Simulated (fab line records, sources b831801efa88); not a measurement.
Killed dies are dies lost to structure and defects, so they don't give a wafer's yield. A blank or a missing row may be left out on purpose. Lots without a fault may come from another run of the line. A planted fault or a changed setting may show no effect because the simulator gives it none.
Which tool did it? | flow sky130 | 10 lots, 30 wafers sampled, at 6 steps of a route of 708

WHAT THE GAUGES READ, wafer by wafer
SKY_LI_CONTACT_OVL_MEAS_13. Usual: LI_CONTACT_OVL 2 nm, standard deviation 4.8.
lot  | measured     | on         | LI_CONTACT_OVL (nm) | flag
L341 | day 29 21:20 | overlay-02 | -3 4 -4             |
L342 | day 30 01:34 | overlay-01 | 3 5 2               |
L343 | day 30 17:07 | overlay-02 | 0 5 0               |
L346 | day 31 13:56 | overlay-01 | -7 -7 -1            |
L344 | day 31 14:52 | overlay-01 | 5 -5 2              |
L351 | day 33 00:44 | overlay-02 | 0 2 10              |
L360 | day 36 02:58 | overlay-02 | -4 2 2              |
L362 | day 36 09:40 | overlay-01 | 12 18 11            |
L361 | day 36 16:59 | overlay-01 | 9 0 1               |
L363 | day 37 06:58 | overlay-02 | 5 4 6               |

SKY_LOCAL_INTERCONNECT_RS_MEAS_01: measures by four-point-probe. Usual: LOCAL_INTERCONNECT_TIN_RS 14.18 ohm/sq, standard deviation 0.18.
lot  | measured     | on            | LOCAL_INTERCONNECT_TIN_RS (ohm/sq) | flag
L341 | day 29 22:38 | film_metro-02 | 14.46 14.39 14.21                  |
L342 | day 30 02:51 | film_metro-03 | 14.27 14.39 14.31                  |
L343 | day 30 18:24 | film_metro-02 | 14.25 14.34 14.22                  |
L346 | day 31 15:16 | film_metro-02 | 14.22 14.17 14.33                  |
L344 | day 31 16:08 | film_metro-04 | 14.21 14.00 13.94                  |
L351 | day 33 02:01 | film_metro-04 | 15.16 14.21 14.16                  |
L360 | day 36 04:14 | film_metro-03 | 13.75 14.01 13.81                  |
L362 | day 36 10:56 | film_metro-02 | 14.46 14.18 13.99                  |
L361 | day 36 18:14 | film_metro-02 | 14.24 14.08 14.34                  |
L363 | day 37 08:26 | film_metro-03 | 14.51 14.53 14.28                  |

SKY_LOCAL_INTERCONNECT_THK_MEAS_02: measures by xrf. Usual: LOCAL_INTERCONNECT_TIN_THK 98.4 nm, standard deviation 1.2.
lot  | measured     | on            | LOCAL_INTERCONNECT_TIN_THK (nm) | flag
L341 | day 29 22:44 | film_metro-02 | 96.9 97.3 98.6                  |
L342 | day 30 02:58 | film_metro-03 | 98.0 96.9 97.3                  |
L343 | day 30 18:31 | film_metro-02 | 97.7 96.7 98.2                  |
L346 | day 31 15:23 | film_metro-02 | 98.5 98.4 97.2                  |
L344 | day 31 16:15 | film_metro-04 | 98.3 99.3 99.5                  |
L351 | day 33 02:07 | film_metro-04 | 91.8 98.0 98.1                  |
L360 | day 36 04:22 | film_metro-03 | 101.1 99.4 100.5                |
L362 | day 36 11:03 | film_metro-02 | 96.7 97.7 99.0                  |
L361 | day 36 18:22 | film_metro-02 | 97.6 99.1 97.2                  |
L363 | day 37 08:34 | film_metro-03 | 96.2 95.8 97.7                  |

WHICH TOOL RAN EACH LOT (tool, then ch and the chambers of the sampled wafers, then the start)
lot  | SKY_LI_CONTACT_CMP_02         | SKY_LI_CONTACT_STRIP_16              | SKY_LOCAL_INTERCONNECT_SPUTTER_00
L341 | cmp-01 ch 0,1,2, day 28 16:55 | plasma_asher-04 ch 0,1, day 29 21:31 | pvd_sputter-02, day 29 22:32
L342 | cmp-01 ch 0,1,3, day 28 20:50 | plasma_asher-01 ch 0,1, day 30 01:44 | pvd_sputter-02, day 30 02:46
L343 | cmp-01 ch 1,2,3, day 29 12:47 | plasma_asher-01 ch 0,1, day 30 17:17 | pvd_sputter-02, day 30 18:20
L346 | cmp-02 ch 0,1,2, day 30 09:47 | plasma_asher-02 ch 0,1, day 31 14:05 | pvd_sputter-02, day 31 15:11
L344 | cmp-01 ch 0,2,3, day 30 10:08 | plasma_asher-02 ch 1, day 31 15:02   | pvd_sputter-03, day 31 16:04
L351 | cmp-01 ch 0,2,3, day 31 20:47 | plasma_asher-02 ch 0, day 33 00:53   | pvd_sputter-03, day 33 01:56
L360 | cmp-02 ch 0,2, day 34 23:32   | plasma_asher-01 ch 0,1, day 36 03:08 | pvd_sputter-04, day 36 04:10
L362 | cmp-01 ch 0,2,3, day 35 06:57 | plasma_asher-04 ch 0,1, day 36 09:50 | pvd_sputter-04, day 36 10:52
L361 | cmp-01 ch 0,1,2, day 35 13:55 | plasma_asher-02 ch 0,1, day 36 17:08 | pvd_sputter-03, day 36 18:11
L363 | cmp-02 ch 1,2,3, day 36 03:59 | plasma_asher-01 ch 0,1, day 37 07:08 | pvd_sputter-03, day 37 08:22
- SKY_LI_CONTACT_CMP_02: polishes PSG.
- SKY_LI_CONTACT_STRIP_16: strips in O2/N2.
- SKY_LOCAL_INTERCONNECT_SPUTTER_00: material TiN, target thk 100 nm, time 83.3 s.

WHAT THE TOOLS THEMSELVES READ (means of the sampled wafers that have a number; where no wafer has one, the mark that the record gives instead)
SKY_LI_CONTACT_CMP_02. Usual: motor_current_A 11.1 A, standard deviation 1.2; platen_rpm 60.00 rpm, standard deviation 0.038; time_to_endpoint_s 33.0 s, standard deviation 2.8.
lot  | tool   | motor_current_A (A) | platen_rpm (rpm) | time_to_endpoint_s (s) | flag
L341 | cmp-01 | 11.0                | 60.01            | 32.4                   |
L342 | cmp-01 | 10.7                | 60.02            | 34.2                   |
L343 | cmp-01 | 9.8                 | 59.99            | 34.2                   |
L346 | cmp-02 | 12.6                | 60.05            | 29.7                   |
L344 | cmp-01 | 11.0                | 59.95            | 34.0                   |
L351 | cmp-01 | 10.5                | 59.96            | 34.5                   |
L360 | cmp-02 | 12.7                | 59.98            | 30.9                   |
L362 | cmp-01 | 10.8                | 59.99            | 33.1                   |
L361 | cmp-01 | 10.9                | 60.04            | 32.7                   |
L363 | cmp-02 | 12.1                | 59.99            | 28.2                   |

SKY_LI_CONTACT_STRIP_16. Usual: drypump_motor_current_A 6.0 A, standard deviation 0.38; oes_product_au 0.376 a.u., standard deviation 0.0054; strip_time_to_endpoint_s 3.50 s, standard deviation 0.042.
lot  | tool            | drypump_motor_current_A (A) | oes_product_au (a.u.) | strip_time_to_endpoint_s (s) | flag
L341 | plasma_asher-04 | 6.2                         | 0.372                 | 3.48                         |
L342 | plasma_asher-01 | 6.0                         | 0.378                 | 3.57                         |
L343 | plasma_asher-01 | 6.1                         | 0.375                 | 3.49                         |
L346 | plasma_asher-02 | 5.6                         | 0.375                 | 3.47                         |
L344 | plasma_asher-02 | 5.2                         | 0.375                 | 3.50                         |
L351 | plasma_asher-02 | 6.3                         | 0.374                 | 3.45                         |
L360 | plasma_asher-01 | 6.1                         | 0.381                 | 3.49                         |
L362 | plasma_asher-04 | 6.2                         | 0.372                 | 3.52                         |
L361 | plasma_asher-02 | 6.0                         | 0.372                 | 3.52                         |
L363 | plasma_asher-01 | 6.1                         | 0.379                 | 3.51                         |

SKY_LOCAL_INTERCONNECT_SPUTTER_00. Usual: cathode_dc_power_W 6500.0 W, standard deviation 1.1; throttle_valve_pct 29.9 %, standard deviation 1.1.
lot  | tool           | cathode_dc_power_W (W) | throttle_valve_pct (%) | flag
L341 | pvd_sputter-02 | 6500.3                 | 31.1                   |
L342 | pvd_sputter-02 | 6500.8                 | 28.9                   |
L343 | pvd_sputter-02 | 6500.2                 | 29.6                   |
L346 | pvd_sputter-02 | 6498.9                 | 28.7                   |
L344 | pvd_sputter-03 | 6499.9                 | 29.1                   |
L351 | pvd_sputter-03 | 6351.9                 | 29.6                   | OFF
L360 | pvd_sputter-04 | 6500.1                 | 30.2                   |
L362 | pvd_sputter-04 | 6498.9                 | 29.8                   |
L361 | pvd_sputter-03 | 6500.5                 | 30.6                   |
L363 | pvd_sputter-03 | 6500.3                 | 29.4                   |

THE ANSWER, worked out from the rows above alone
Rule: a lot is off if the mean of its wafers that have a number lies more than 3 standard deviations from the usual mean. A lot without any number at a reading at which 4 lots or more have one is off too. The other lots that the step has rows for count as sound. The gauges are gone through in route order, then the tools' own readings, and for those a lot's mean is taken as printed above. The first step at which some lot is off is used, and at that step the reading that is off furthest; a lot without a number counts as furthest.
Off: L351, at SKY_LOCAL_INTERCONNECT_SPUTTER_00 (cathode_dc_power_W).
A tool fits if, at that step or a process step before it, it ran every lot that is off, and no sound lot after the first of them. None of those tried fits.

WHAT THE SIMULATOR HAD PUT IN
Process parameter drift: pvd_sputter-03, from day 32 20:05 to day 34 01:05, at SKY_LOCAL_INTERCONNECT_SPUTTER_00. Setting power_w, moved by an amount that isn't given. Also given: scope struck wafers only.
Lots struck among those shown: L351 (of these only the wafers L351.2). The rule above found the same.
